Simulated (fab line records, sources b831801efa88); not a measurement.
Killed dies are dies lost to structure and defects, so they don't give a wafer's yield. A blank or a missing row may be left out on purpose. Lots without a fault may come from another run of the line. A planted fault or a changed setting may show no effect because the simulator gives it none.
fab line records | flow sky130
record lots=5 wafers=15 last_day=50
route steps=708 shown NWELL@77 PWDE@84 VT_ADJUST_HVTP@85 VT_ADJUST_LVTN@97 PAD_OPEN@708
lots that met no fault: from a run of the same line without faults
start_h: hours from the record's first day to the start of the lot's first wafer shown | wait_h: hours since the lot's step before | " the same as in the row above | L1.1+2: a row that stands for several wafers | - no value, or no start given | * or withheld: withheld | < > ~ a bound
route shown NAME@n: a module of which the file shows steps, and the number in the route of the first | usual: mean/standard deviation of fault-free wafers | same: alike in all rows | chamber/n: place in a boat | sites: the reading at each site | _std_site: their standard deviation | _edge_site: outer sites' mean less inner sites' | radius_mm: how far each site lies from the wafer's centre | mask NAME#n: copy n | behind: the tool/chamber that last shaped the wafer | hold: why the lot was held/for how many hours/how that ended | device: the transistor (n, p or np) that didn't switch | end of line: the same wafers' tests at the end of the route | a step without rows: its recipe alone | killed: dies lost to structure and defects at the first sort, not the wafer's yield | map: a wafer's dies, x killed, . not, _ none there
set.NAME: the setting as run; set.NAME@STEP: as run at that earlier step | model.NAME: the simulator's own value behind a step, which no gauge read
lots at some steps of the route; a table a step, a row a wafer
services: from which hour (start_h, from the record's first day; less than 0 if before it) a tool's chamber was out of use, for how many hours, and why
## steps
# step SKY_NWELL_IMPLANT_24
# recipe species=B energy_kev=140 dose_cm2=9.2e+12 tilt_deg=withheld
# step SKY_NWELL_STRIP_25
# recipe chemistry=O2/N2 power_w=1400 pressure_mtorr=1500 platen_temp_c=withheld o2_flow_sccm=3000 n2_flow_sccm=300 overash_fraction=0.5
# usual drypump_motor_current_A=5.8/0.47 oes_product_au=0.724/0.0046 strip_time_to_endpoint_s=37.00/0.12
# columns lot.wafer tool chamber start_h wait_h drypump_motor_current_A oes_product_au rf_hours_counter_h strip_time_to_endpoint_s
L624.2 plasma_asher-03 0 133.50 0.1 6.1 0.732 2 36.99
L624.4 " 0 " " 6.1 0.723 - 37.05
L624.5 " 1 " " 5.1 0.718 - 37.08
L630.1 plasma_asher-03 1 165.30 0.1 5.1 0.722 5 36.82
L630.3 " 1 " " 5.1 0.726 - 36.83
L630.6 " 1 " " 5.1 0.715 - 37.01
L632.3 plasma_asher-02 0 177.23 0.1 5.6 0.717 - 37.00
L632.5 " 1 " " 5.7 0.726 - 37.04
L632.6 " 0 " " 5.7 0.722 - 37.02
L633.1 plasma_asher-03 1 182.20 0.1 5.1 0.728 7 37.20
L633.2 " 0 " " 6.1 0.726 7 37.21
L633.3 " 0 " " 6.1 0.726 - 37.06
L643.1 plasma_asher-04 1 245.40 0.1 5.4 0.728 43 36.93
L643.4 " 1 " " 5.4 0.738 - 37.00
L643.6 " 1 " " 5.4 0.721 - 37.09
# step SKY_NWELL_TW_MEAS_26
# usual NWELL_2_TW=496/5.7
# columns lot.wafer tool chamber start_h wait_h NWELL_2_TW
L624.2 film_metro-03 - 133.61 0.1 502
L624.4 " - " " 504
L624.5 " - " " 500
L630.1 film_metro-02 - 165.40 0.1 495
L630.3 " - " " 496
L630.6 " - " " 496
L632.3 film_metro-02 - 177.32 0.1 498
L632.5 " - " " 497
L632.6 " - " " 500
L633.1 film_metro-04 - 182.30 0.1 487
L633.2 " - " " 489
L633.3 " - " " 490
L643.1 film_metro-04 - 245.50 0.1 489
L643.4 " - " " 489
L643.6 " - " " 488
# step SKY_NWELL_CLEAN_27
# recipe chemistry=SC1/SC2 mix=1:4:20 temp_c=70 time_s=150 dry=n2_spin
# step SKY_NWELL_RTA_28
# recipe temp_c=1050 time_s=30 idle_temp_c=650 ramp_up_c_per_s=150 ramp_down_c_per_s=90 ambient=N2
# usual lamp_power_pct=25.31/0.054 wafer_temp_C_max=1054.9/1.1
# columns lot.wafer tool chamber start_h wait_h lamp_power_pct wafer_temp_C_max
L624.2 rtp_anneal-01 0 133.73 0.0 25.29 1053.9
L624.4 " 0 " " 25.35 1054.9
L624.5 " 0 " " 25.41 1054.1
L630.1 rtp_anneal-01 0 165.51 0.0 25.24 1056.1
L630.3 " 0 " " 25.34 1055.0
L630.6 " 0 " " 25.33 1056.3
L632.3 rtp_anneal-02 0 177.44 0.0 25.28 1055.1
L632.5 " 0 " " 25.30 1054.6
L632.6 " 0 " " 25.24 1054.3
L633.1 rtp_anneal-02 0 182.41 0.0 25.26 1055.4
L633.2 " 0 " " 25.42 1054.3
L633.3 " 0 " " 25.36 1057.4
L643.1 rtp_anneal-01 0 245.62 0.0 25.38 1055.1
L643.4 " 0 " " 25.32 1055.2
L643.6 " 0 " " 25.25 1054.5
# step SKY_NWELL_RS_MEAS_29
# recipe thk_meas_gauge=four-point-probe
# usual NWELL_RS=624.9/1.3
# columns lot.wafer tool chamber start_h wait_h NWELL_RS[ohm/sq]
L624.2 film_metro-04 - 133.83 0.1 624.0
L624.4 " - " " 623.8
L624.5 " - " " 624.8
L630.1 film_metro-04 - 165.61 0.1 625.5
L630.3 " - " " 625.9
L630.6 " - " " 625.6
L632.3 film_metro-04 - 177.55 0.1 624.9
L632.5 " - " " 625.9
L632.6 " - " " 623.3
L633.1 film_metro-03 - 182.51 0.1 624.8
L633.2 " - " " 622.3
L633.3 " - " " 623.2
L643.1 film_metro-03 - 245.72 0.1 623.9
L643.4 " - " " 623.7
L643.6 " - " " 625.4
# step SKY_NWELL_RS_MEAS_31
# recipe thk_meas_gauge=four-point-probe
# usual PWDE_RS=5284/17
# columns lot.wafer tool chamber start_h wait_h PWDE_RS[ohm/sq]
L624.2 film_metro-04 - 134.07 0.1 5297
L624.4 " - " " 5293
L624.5 " - " " 5305
L630.1 film_metro-04 - 165.85 0.1 5257
L630.3 " - " " 5250
L630.6 " - " " 5272
L632.3 film_metro-04 - 177.79 0.1 5283
L632.5 " - " " 5284
L632.6 " - " " 5284
L633.1 film_metro-03 - 182.75 0.1 5289
L633.2 " - " " 5279
L633.3 " - " " 5278
L643.1 film_metro-03 - 245.96 0.1 5316
L643.4 " - " " 5292
L643.6 " - " " 5306
# step SKY_VT_ADJUST_HVTP_DEHYDRATE_00
# recipe temp_c=200 time_s=60
# step SKY_VT_ADJUST_HVTP_HMDS_01
# recipe prime_time_s=60 prime_temp_c=120
# step SKY_VT_ADJUST_HVTP_COAT_02
# recipe resist=NOVOLAK spin_rpm=3000 resist_thk_nm=1140
# step SKY_VT_ADJUST_HVTP_SOFTBAKE_03
# recipe temp_c=90 time_s=60 resist=NOVOLAK
# step SKY_VT_ADJUST_HVTP_EXPOSE_04
# recipe mask_id=HVTPM na=0.6 source_shape=conventional sigma_outer=0.6 polarization=unpolarized target_cd_nm=380 dose_mj=140
# usual exposure_dose_mJ_cm2=139.96/0.14
# columns lot.wafer tool chamber start_h wait_h mask exposure_dose_mJ_cm2
L624.2 iline_stepper-01 0 144.16 - HVTPM#0 139.51
L624.4 " 0 " " HVTPM#0 139.97
L624.5 " 0 " " HVTPM#0 140.04
L630.1 iline_stepper-01 0 176.60 - HVN_STD_DERIVED#0 139.91
L630.3 " 0 " " HVN_STD_DERIVED#0 139.93
L630.6 " 0 " " HVN_STD_DERIVED#0 140.15
L632.3 iline_stepper-01 0 188.11 - HVTPM#0 139.90
L632.5 " 0 " " HVTPM#0 139.94
L632.6 " 0 " " HVTPM#0 140.16
L633.1 iline_stepper-02 0 193.58 - HVTPM#0 139.88
L633.2 " 0 " " HVTPM#0 139.80
L633.3 " 0 " " HVTPM#0 139.95
L643.1 iline_stepper-01 0 257.69 - HVTPM#0 139.83
L643.4 " 0 " " HVTPM#0 139.93
L643.6 " 0 " " HVTPM#0 139.93
# step SKY_VT_ADJUST_HVTP_PEB_05
# recipe temp_c=withheld time_s=* resist=NOVOLAK
# step SKY_VT_ADJUST_HVTP_DEVELOP_06
# recipe resist=NOVOLAK developer=TMAH develop_time_s=60 dev_temp_c=23
# step SKY_VT_ADJUST_HVTP_CD_MEAS_07
# recipe target_cd_nm=380
# usual cd_nm=380.6/2.8
# columns lot.wafer tool chamber start_h wait_h cd_nm
L624.2 cd_sem-02 - 154.02 0.1 376.3
L624.4 " - " " 379.4
L624.5 " - " " 379.6
L630.1 cd_sem-01 - 186.61 0.1 -
L630.3 " - " " -
L630.6 " - " " -
L632.3 cd_sem-02 - 198.56 0.1 384.1
L632.5 " - " " 381.8
L632.6 " - " " 381.2
L633.1 cd_sem-02 - 203.67 0.1 386.2
L633.2 " - " " 382.8
L633.3 " - " " 384.7
L643.1 cd_sem-01 - 269.46 0.1 380.8
L643.4 " - " " 381.2
L643.6 " - " " 382.6
# step SKY_VT_ADJUST_HVTP_OVL_MEAS_08
# usual VT_ADJUST_HVTP_OVL=0.1/1.2
# columns lot.wafer tool chamber start_h wait_h VT_ADJUST_HVTP_OVL[nm]
L624.2 overlay-02 - 154.13 0.1 0.3
L624.4 " - " " -1.1
L624.5 " - " " -0.1
L630.1 overlay-01 - 186.73 0.1 -
L630.3 " - " " -
L630.6 " - " " -
L632.3 overlay-01 - 198.65 0.1 0.7
L632.5 " - " " 1.9
L632.6 " - " " 0.1
L633.1 overlay-02 - 203.79 0.1 1.0
L633.2 " - " " 0.0
L633.3 " - " " 0.9
L643.1 overlay-02 - 269.58 0.1 -0.7
L643.4 " - " " 0.2
L643.6 " - " " 1.1
# step SKY_VT_ADJUST_HVTP_IMPLANT_09
# recipe species=As energy_kev=150 dose_cm2=4.3e+12 tilt_deg=withheld
# step SKY_VT_ADJUST_HVTP_STRIP_10
# recipe chemistry=O2/N2 power_w=1400 pressure_mtorr=1500 platen_temp_c=withheld o2_flow_sccm=3000 n2_flow_sccm=300 overash_fraction=0.5
# usual drypump_motor_current_A=5.5/0.41 oes_product_au=0.716/0.0048 strip_time_to_endpoint_s=14.19/0.042
# columns lot.wafer tool chamber start_h wait_h drypump_motor_current_A oes_product_au rf_hours_counter_h strip_time_to_endpoint_s
L624.2 plasma_asher-03 0 154.31 0.1 6.1 0.719 4 14.21
L624.4 " 1 " " 5.1 0.718 - 14.18
L624.5 " 0 " " 6.1 0.718 - 14.19
L630.1 plasma_asher-01 0 186.92 0.1 5.7 0.711 51 14.21
L630.3 " 0 " " 5.7 0.716 - 14.19
L630.6 " 1 " " 4.9 0.711 - 14.15
L632.3 plasma_asher-03 1 198.86 0.1 5.1 0.711 - 14.09
L632.5 " 0 " " 6.1 0.719 - 14.16
L632.6 " 1 " " 5.1 0.720 - 14.10
L633.1 plasma_asher-03 0 203.98 0.1 6.1 0.703 9 14.26
L633.2 " 1 " " 5.1 0.721 9 14.30
L633.3 " 0 " " 6.1 0.714 - 14.24
L643.1 plasma_asher-03 1 269.77 0.1 5.1 0.714 13 14.11
L643.4 " 1 " " 5.1 0.713 - 14.10
L643.6 " 0 " " 6.1 0.720 - 14.08
# step SKY_VT_ADJUST_HVTP_TW_MEAS_11
# usual VT_ADJUST_HVTP_TW=1354/15
# columns lot.wafer tool chamber start_h wait_h VT_ADJUST_HVTP_TW
L624.2 film_metro-03 - 154.42 0.1 1374
L624.4 " - " " 1366
L624.5 " - " " 1368
L630.1 film_metro-01 - 187.02 0.1 30
L630.3 " - " " 30
L630.6 " - " " 30
L632.3 film_metro-02 - 198.95 0.1 1351
L632.5 " - " " 1350
L632.6 " - " " 1350
L633.1 film_metro-02 - 204.08 0.1 1349
L633.2 " - " " 1349
L633.3 " - " " 1352
L643.1 film_metro-02 - 269.87 0.1 1355
L643.4 " - " " 1362
L643.6 " - " " 1363
# step SKY_VT_ADJUST_LVTN_DEHYDRATE_00
# recipe temp_c=200 time_s=60
# step SKY_VT_ADJUST_LVTN_HMDS_01
# recipe prime_time_s=60 prime_temp_c=120
# step SKY_VT_ADJUST_LVTN_COAT_02
# recipe spin_rpm=2000 resist_thk_nm=3000
# step SKY_VT_ADJUST_LVTN_SOFTBAKE_03
# recipe temp_c=110 time_s=withheld
# step SKY_VT_ADJUST_LVTN_EXPOSE_04
# recipe mask_id=NWM_COMPLEMENT_LESS_NATIVE na=0.6 source_shape=conventional sigma_outer=0.6 polarization=unpolarized target_cd_nm=840 dose_mj=194
# step SKY_VT_ADJUST_LVTN_PEB_05
# recipe temp_c=115 time_s=withheld
# step SKY_VT_ADJUST_LVTN_DEVELOP_06
# recipe wall_angle_deg=90 developer=TMAH develop_time_s=60 dev_temp_c=23
# step SKY_VT_ADJUST_LVTN_OVL_MEAS_07
# usual VT_ADJUST_LVTN_OVL=-1.5/1.4
# columns lot.wafer tool chamber start_h wait_h VT_ADJUST_LVTN_OVL[nm]
L624.2 overlay-01 - 174.31 - -2.3
L624.4 " - " " -2.6
L624.5 " - " " -1.6
L630.1 overlay-02 - 208.05 - 0.5
L630.3 " - " " -2.6
L630.6 " - " " -0.8
L632.3 overlay-02 - 219.98 - -3.4
L632.5 " - " " 0.6
L632.6 " - " " -4.0
L633.1 overlay-01 - 224.72 - -2.8
L633.2 " - " " -1.6
L633.3 " - " " -2.3
L643.1 overlay-02 - 294.82 - -2.4
L643.4 " - " " -2.1
L643.6 " - " " -2.5
# step SKY_VT_ADJUST_LVTN_IMPLANT_08
# recipe species=B energy_kev=30 dose_cm2=1.57e+12 tilt_deg=withheld
# step SKY_VT_ADJUST_LVTN_STRIP_09
# recipe chemistry=O2/N2 power_w=1400 pressure_mtorr=1500 platen_temp_c=withheld o2_flow_sccm=3000 n2_flow_sccm=300 overash_fraction=0.5
# usual drypump_motor_current_A=5.8/0.51 oes_product_au=0.722/0.0047 strip_time_to_endpoint_s=36.99/0.11
# columns lot.wafer tool chamber start_h wait_h drypump_motor_current_A oes_product_au rf_hours_counter_h strip_time_to_endpoint_s
L624.2 plasma_asher-01 0 174.49 0.1 5.6 0.713 49 36.96
L624.4 " 0 " " 5.7 0.726 - 36.88
L624.5 " 1 " " 5.0 0.720 - 36.98
L630.1 plasma_asher-04 1 208.24 0.1 5.4 0.710 38 37.01
L630.3 " 0 " " 6.6 0.721 - 36.94
L630.6 " 1 " " 5.4 0.726 - 36.93
L632.3 plasma_asher-04 0 220.19 0.1 6.6 0.721 - 36.95
L632.5 " 0 " " 6.6 0.727 - 37.15
L632.6 " 1 " " 5.4 0.729 - 37.11
L633.1 plasma_asher-02 1 224.91 0.1 5.8 0.720 54 36.89
L633.2 " 0 " " 5.7 0.721 54 36.93
L633.3 " 1 " " 5.8 0.725 - 36.90
L643.1 plasma_asher-01 1 295.01 0.1 4.9 0.728 62 36.95
L643.4 " 0 " " 5.7 0.716 - 36.90
L643.6 " 0 " " 5.7 0.721 - 36.96
# step SKY_VT_ADJUST_LVTN_TW_MEAS_10
# usual VT_ADJUST_LVTN_TW=239.7/2.1
# columns lot.wafer tool chamber start_h wait_h VT_ADJUST_LVTN_TW
L624.2 film_metro-02 - 174.60 0.1 242.2
L624.4 " - " " 239.5
L624.5 " - " " 240.9
L630.1 film_metro-01 - 208.34 0.1 239.5
L630.3 " - " " 239.2
L630.6 " - " " 238.1
L632.3 film_metro-02 - 220.28 0.1 240.0
L632.5 " - " " 241.0
L632.6 " - " " 240.6
L633.1 film_metro-02 - 225.01 0.1 241.9
L633.2 " - " " 240.9
L633.3 " - " " 241.4
L643.1 film_metro-01 - 295.11 0.1 236.2
L643.4 " - " " 236.2
L643.6 " - " " 236.2
# step SKY_VT_ADJUST_LVTN_DEHYDRATE_11
# recipe temp_c=200 time_s=60
# step SKY_VT_ADJUST_LVTN_HMDS_12
# recipe prime_time_s=60 prime_temp_c=120
# step SKY_VT_ADJUST_LVTN_COAT_13
# recipe resist=NOVOLAK spin_rpm=3000 resist_thk_nm=1140
# step SKY_VT_ADJUST_LVTN_SOFTBAKE_14
# recipe temp_c=90 time_s=60 resist=NOVOLAK
# step SKY_VT_ADJUST_LVTN_EXPOSE_15
# recipe mask_id=HVN_STD_DERIVED na=0.6 source_shape=conventional sigma_outer=0.6 polarization=unpolarized target_cd_nm=600 dose_mj=163
# step SKY_VT_ADJUST_LVTN_PEB_16
# recipe temp_c=withheld time_s=* resist=NOVOLAK
# step SKY_VT_ADJUST_LVTN_DEVELOP_17
# recipe resist=NOVOLAK developer=TMAH develop_time_s=60 dev_temp_c=23
# step SKY_VT_ADJUST_LVTN_OVL_MEAS_18
# usual VT_ADJUST_LVTN_01_OVL=0.0/1.5
# columns lot.wafer tool chamber start_h wait_h VT_ADJUST_LVTN_01_OVL[nm]
L624.2 overlay-02 - 194.92 0.1 -0.4
L624.4 " - " " 0.2
L624.5 " - " " -0.4
L630.1 overlay-02 - 230.36 0.1 0.0
L630.3 " - " " -1.1
L630.6 " - " " -0.8
L632.3 overlay-02 - 241.53 0.1 -0.5
L632.5 " - " " -0.2
L632.6 " - " " 0.4
L633.1 overlay-02 - 246.10 0.1 1.1
L633.2 " - " " 2.7
L633.3 " - " " 2.2
L643.1 overlay-01 - 319.81 0.1 -0.3
L643.4 " - " " -3.0
L643.6 " - " " -3.1
# step SKY_VT_ADJUST_LVTN_IMPLANT_19
# recipe species=B energy_kev=30 dose_cm2=6.5e+11 tilt_deg=withheld
# step SKY_VT_ADJUST_LVTN_STRIP_20
# recipe chemistry=O2/N2 power_w=1400 pressure_mtorr=1500 platen_temp_c=withheld o2_flow_sccm=3000 n2_flow_sccm=300 overash_fraction=0.5
# usual drypump_motor_current_A=5.8/0.52 oes_product_au=0.716/0.0044 strip_time_to_endpoint_s=14.19/0.041
# columns lot.wafer tool chamber start_h wait_h drypump_motor_current_A oes_product_au rf_hours_counter_h strip_time_to_endpoint_s
L624.2 plasma_asher-02 1 195.10 0.1 5.7 0.719 51 14.20
L624.4 " 1 " " 5.8 0.718 - 14.22
L624.5 " 1 " " 5.7 0.708 - 14.27
L630.1 plasma_asher-04 1 230.55 0.1 5.4 0.718 41 14.20
L630.3 " 0 " " 6.6 0.712 - 14.21
L630.6 " 1 " " 5.4 0.724 - 14.23
L632.3 plasma_asher-02 0 241.74 0.1 5.7 0.719 - 14.20
L632.5 " 0 " " 5.8 0.716 - 14.19
L632.6 " 1 " " 5.8 0.707 - 14.19
L633.1 plasma_asher-01 0 246.29 0.1 5.7 0.713 57 14.12
L633.2 " 1 " " 5.0 0.713 57 14.18
L633.3 " 0 " " 5.7 0.713 - 14.16
L643.1 plasma_asher-04 0 320.00 0.1 6.7 0.718 50 14.24
L643.4 " 0 " " 6.7 0.715 - 14.20
L643.6 " 0 " " 6.7 0.712 - 14.21
# step SKY_VT_ADJUST_LVTN_TW_MEAS_21
# usual VT_ADJUST_LVTN_2_TW=186.2/1.5
# columns lot.wafer tool chamber start_h wait_h VT_ADJUST_LVTN_2_TW
L624.2 film_metro-01 - 195.21 0.1 185.9
L624.4 " - " " 186.1
L624.5 " - " " 187.2
L630.1 film_metro-02 - 230.65 0.1 1363.7
L630.3 " - " " 1351.4
L630.6 " - " " 1347.3
L632.3 film_metro-04 - 241.83 0.1 186.9
L632.5 " - " " 184.6
L632.6 " - " " 184.7
L633.1 film_metro-02 - 246.39 0.1 188.7
L633.2 " - " " 187.9
L633.3 " - " " 187.9
L643.1 film_metro-01 - 320.10 0.1 185.1
L643.4 " - " " 183.9
L643.6 " - " " 184.3
# step SKY_PAD_OPEN_PROBE_99
# usual killed_at_M0_to_M3=43/6.6 killed_at_M4_up=3.0/1.8 killed_at_contacts=24/5.1 killed_at_front_end=16/4.5 killed_at_other=0.3/0.67 killed_dies=86/9.3 killed_on_rim=17/3.8 killed_open=47/6.9 killed_short=39/6.6
# same gross_dies=492 killed_at_back_side=0
# columns lot.wafer tool chamber start_h wait_h killed_at_M0_to_M3 killed_at_M4_up killed_at_contacts killed_at_front_end killed_at_other killed_dies killed_on_rim killed_open killed_short
L624.2 prober-02 - 1103.67 0.1 37 5 24 8 0 74 11 40 34
L624.4 prober-02 - 1103.77 0.2 45 4 20 22 2 93 20 51 40
L624.5 prober-02 - 1103.82 0.2 42 4 20 18 2 86 13 52 29
L630.1 prober-02 - 1134.69 0.1 39 3 24 426 0 492 96 40 35
L630.3 prober-02 - 1134.79 0.2 32 5 26 429 0 492 96 41 37
L630.6 prober-02 - 1134.94 0.2 41 1 29 421 0 492 96 48 38
L632.3 prober-02 - 1147.99 0.2 44 1 33 7 0 85 19 49 36
L632.5 prober-02 - 1148.09 0.2 44 1 28 13 0 86 19 48 38
L632.6 prober-02 - 1148.14 0.2 49 2 20 15 0 86 15 54 32
L633.1 prober-01 - 1149.39 0.1 45 3 22 19 0 89 18 44 45
L633.2 prober-01 - 1149.44 0.1 41 0 21 21 0 83 20 42 41
L633.3 prober-01 - 1149.49 0.2 42 4 30 12 0 88 25 57 31
L643.1 prober-02 - 1197.90 0.1 49 2 32 18 0 101 15 59 42
L643.4 prober-02 - 1198.05 0.2 45 3 28 16 0 92 17 38 53
L643.6 prober-02 - 1198.15 0.2 35 0 19 17 0 71 11 45 26
# killed by level:class
L624.2 VIA1:geometric_particle:open=9 LOCAL_INTERCONNECT:geometric_particle:short=8 LI_CONTACT:geometric_particle:open=6 VIA2:geometric_particle:open=6 CONTACT:geometric_particle:open=5 METAL3:geometric_particle:short=5 VIA2:geometric_particle:short=4 VIA3:geometric_particle:open=4
L624.4 VIA1:geometric_particle:open=11 CONTACT:geometric_particle:open=9 METAL2:geometric_particle:short=9 POLY_GATE:geometric_particle:open=8 VIA2:geometric_particle:open=8 POLY_GATE:geometric_particle:short=7 FIELD_ISO:geometric_particle:open=5 CONTACT:geometric_particle:short=5
L624.5 CONTACT:geometric_particle:open=9 VIA1:geometric_particle:open=8 VIA2:geometric_particle:open=8 FIELD_ISO:geometric_particle:open=6 METAL1:geometric_particle:short=6 VIA3:geometric_particle:open=6 POLY_GATE:geometric_particle:short=5 POLY_GATE:geometric_particle:open=4
L630.1 VT_ADJUST_HVTP:area_expose=416 METAL1:geometric_particle:short=9 LI_CONTACT:geometric_particle:open=8 VIA3:geometric_particle:open=7 CONTACT:geometric_particle:open=5 VIA1:geometric_particle:open=5 CONTACT:geometric_particle:short=4 METAL2:geometric_particle:short=4
L630.3 VT_ADJUST_HVTP:area_expose=414 CONTACT:geometric_particle:open=9 VIA1:geometric_particle:open=9 LI_CONTACT:geometric_particle:open=8 POLY_GATE:geometric_particle:short=6 METAL1:geometric_particle:short=6 VIA2:geometric_particle:open=3 SPACER:geometric_particle:short=3
L630.6 VT_ADJUST_HVTP:area_expose=406 CONTACT:geometric_particle:open=9 VIA1:geometric_particle:open=7 LOCAL_INTERCONNECT:geometric_particle:short=6 CONTACT:geometric_particle:short=6 METAL1:geometric_particle:open=6 FIELD_ISO:geometric_particle:open=5 LI_CONTACT:geometric_particle:open=5
L632.3 CONTACT:geometric_particle:open=18 VIA1:geometric_particle:open=15 METAL2:geometric_particle:short=6 LOCAL_INTERCONNECT:geometric_particle:short=5 CONTACT:geometric_particle:short=5 VIA2:geometric_particle:short=5 LI_CONTACT:geometric_particle:open=4 VIA2:geometric_particle:open=4
L632.5 VIA1:geometric_particle:open=12 CONTACT:geometric_particle:open=11 METAL1:geometric_particle:short=9 VIA3:geometric_particle:open=8 LI_CONTACT:geometric_particle:open=7 FIELD_ISO:geometric_particle:open=5 LI_CONTACT:geometric_particle:short=5 CONTACT:geometric_particle:short=5
L632.6 VIA1:geometric_particle:open=10 CONTACT:geometric_particle:open=9 VIA3:geometric_particle:open=9 VIA1:geometric_particle:short=6 LI_CONTACT:geometric_particle:open=5 METAL2:geometric_particle:short=5 VIA2:geometric_particle:open=5 FIELD_ISO:geometric_particle:open=3
L633.1 CONTACT:geometric_particle:open=8 VIA3:geometric_particle:open=8 FIELD_ISO:geometric_particle:short=7 VIA2:geometric_particle:short=7 VIA1:geometric_particle:open=6 METAL2:geometric_particle:short=6 LI_CONTACT:geometric_particle:open=5 FIELD_ISO:geometric_particle:open=4
L633.2 VIA2:geometric_particle:open=9 FIELD_ISO:geometric_particle:short=7 VIA1:geometric_particle:open=7 CONTACT:geometric_particle:open=6 VIA3:geometric_particle:open=6 CONTACT:geometric_particle:short=5 METAL2:geometric_particle:short=5 POLY_GATE:geometric_particle:short=4
L633.3 VIA1:geometric_particle:open=13 LI_CONTACT:geometric_particle:open=12 CONTACT:geometric_particle:open=10 VIA2:geometric_particle:open=6 VIA3:geometric_particle:open=6 CONTACT:geometric_particle:short=5 METAL1:geometric_particle:short=4 FIELD_ISO:geometric_particle:open=3
L643.1 VIA1:geometric_particle:open=16 LI_CONTACT:geometric_particle:open=12 CONTACT:geometric_particle:open=10 VIA2:geometric_particle:open=7 VIA1:geometric_particle:short=6 METAL1:geometric_particle:short=6 FIELD_ISO:geometric_particle:short=5 LOCAL_INTERCONNECT:geometric_particle:short=5
L643.4 METAL1:geometric_particle:short=12 CONTACT:geometric_particle:open=11 LI_CONTACT:geometric_particle:open=6 VIA2:geometric_particle:open=6 FIELD_ISO:geometric_particle:short=5 CONTACT:geometric_particle:short=5 VIA2:geometric_particle:short=5 FIELD_ISO:geometric_particle:open=4
L643.6 CONTACT:geometric_particle:open=7 POLY_GATE:geometric_particle:short=7 VIA1:geometric_particle:open=7 VIA2:geometric_particle:open=7 VIA3:geometric_particle:open=6 LI_CONTACT:geometric_particle:open=6 METAL2:geometric_particle:short=6 METAL1:geometric_particle:short=4
# map L630.1 (x killed, . not)
__________xxxxxxxxxx_________
________xxxxxxxxxxxxxx_______
______xxxxxxxxxxxxxxxxxx_____
_____xxxxxxxxxxxxxxxxxxxx____
____xxxxxxxxxxxxxxxxxxxxxx___
___xxxxxxxxxxxxxxxxxxxxxxxx__
__xxxxxxxxxxxxxxxxxxxxxxxxxx_
_xxxxxxxxxxxxxxxxxxxxxxxxxxxx
_xxxxxxxxxxxxxxxxxxxxxxxxxxxx
_xxxxxxxxxxxxxxxxxxxxxxxxxxxx
_xxxxxxxxxxxxxxxxxxxxxxxxxxxx
_xxxxxxxxxxxxxxxxxxxxxxxxxxxx
_xxxxxxxxxxxxxxxxxxxxxxxxxxxx
_xxxxxxxxxxxxxxxxxxxxxxxxxxxx
_xxxxxxxxxxxxxxxxxxxxxxxxxxxx
__xxxxxxxxxxxxxxxxxxxxxxxxxx_
___xxxxxxxxxxxxxxxxxxxxxxxx__
____xxxxxxxxxxxxxxxxxxxxxx___
_____xxxxxxxxxxxxxxxxxxxx____
______xxxxxxxxxxxxxxxxxx_____
________xxxxxxxxxxxxxx_______
__________xxxxxxxxxx_________
# map L643.1 (x killed, . not)
__________.xx.x....._________
________...xxx.x......_______
______.........x......x._____
_____................x..x____
____.x..x..........x......___
___..xx....x.x.x....x......__
__....x.x.....x.x.......x..._
_x.xx.xx..........x.......x..
_.xx.x....x..x..x..xx..x...x.
_....x.x.x....xxx.xxx....x...
_x..........x......x.........
_x.........x.....x..x.....x..
_.......x..x.x.....x....x....
_...xxxx...........x.....x.x.
_x.........x.x...x.x....x....
__....x...x..x.....x........_
___.......x..x..x..........__
____.x....x...x..x..xx....___
_____........x........x..____
______x...x...x........._____
________.....xx....x.x_______
__________.......x.._________
## services
# columns tool chamber start_h hours kind
plasma_asher-03 - 110.15 2.1 repair
iline_stepper-01 - 116.67 4.4 pm
plasma_asher-03 0 117.75 - clean
plasma_asher-03 1 117.75 - clean
plasma_asher-03 - 125.23 1.4 repair
iline_stepper-02 - 143.16 1.7 pm
plasma_asher-02 - 143.26 14.6 pm
iline_stepper-02 - 153.56 8.1 repair
plasma_asher-04 - 160.43 8.6 repair
iline_stepper-02 - 177.37 6.8 repair
iline_stepper-02 - 184.18 4.4 pm
plasma_asher-03 - 213.92 7.7 repair
plasma_asher-03 - 221.58 14.6 pm
plasma_asher-03 - 242.61 3.9 repair
iline_stepper-01 - 252.66 1.7 pm
rtp_anneal-01 - 260.02 2.8 pm
iline_stepper-01 0 283.62 - calibration
iline_stepper-02 - 289.56 9.1 repair
iline_stepper-02 0 315.79 - calibration
iline_stepper-01 - 318.97 2.1 pm
## key
first_sign step=SKY_VT_ADJUST_HVTP_EXPOSE_04 reading=mask direction=changed
effect step=SKY_VT_ADJUST_HVTP_CD_MEAS_07 reading=cd_nm direction=missing
effect step=SKY_VT_ADJUST_HVTP_OVL_MEAS_08 reading=VT_ADJUST_HVTP_OVL direction=missing
effect step=SKY_VT_ADJUST_HVTP_TW_MEAS_11 reading=VT_ADJUST_HVTP_TW direction=down sigmas=90 usual=1354 struck=30
effect step=SKY_VT_ADJUST_LVTN_TW_MEAS_21 reading=VT_ADJUST_LVTN_2_TW direction=up sigmas=99+ usual=186.2 struck=1354.2
effect step=SKY_PAD_OPEN_PROBE_99 reading=killed_at_front_end direction=up sigmas=90 usual=16 struck=425
more_kills_born_at SKY_VT_ADJUST_HVTP_EXPOSE_04@iline_stepper-01=1236
met_at SKY_VT_ADJUST_HVTP_EXPOSE_04
struck_wafers L630.1,L630.3,L630.6
tester_left_out L630
onset_between 144.16 176.60
fault kind=wrong_mask tool=any chamber=- onset_h=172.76 steps=SKY_VT_ADJUST_HVTP_EXPOSE_04 aux_copy=HVN_STD_DERIVED#0 scope=struck_lots_only
# tester_left_out: of these lots the tester's yield and bins aren't shown, on N5 and GAA mostly nor the transistor test; their killed dies are dies lost to structure and defects alone, not to doping, threshold or leakage, so they don't give the yield
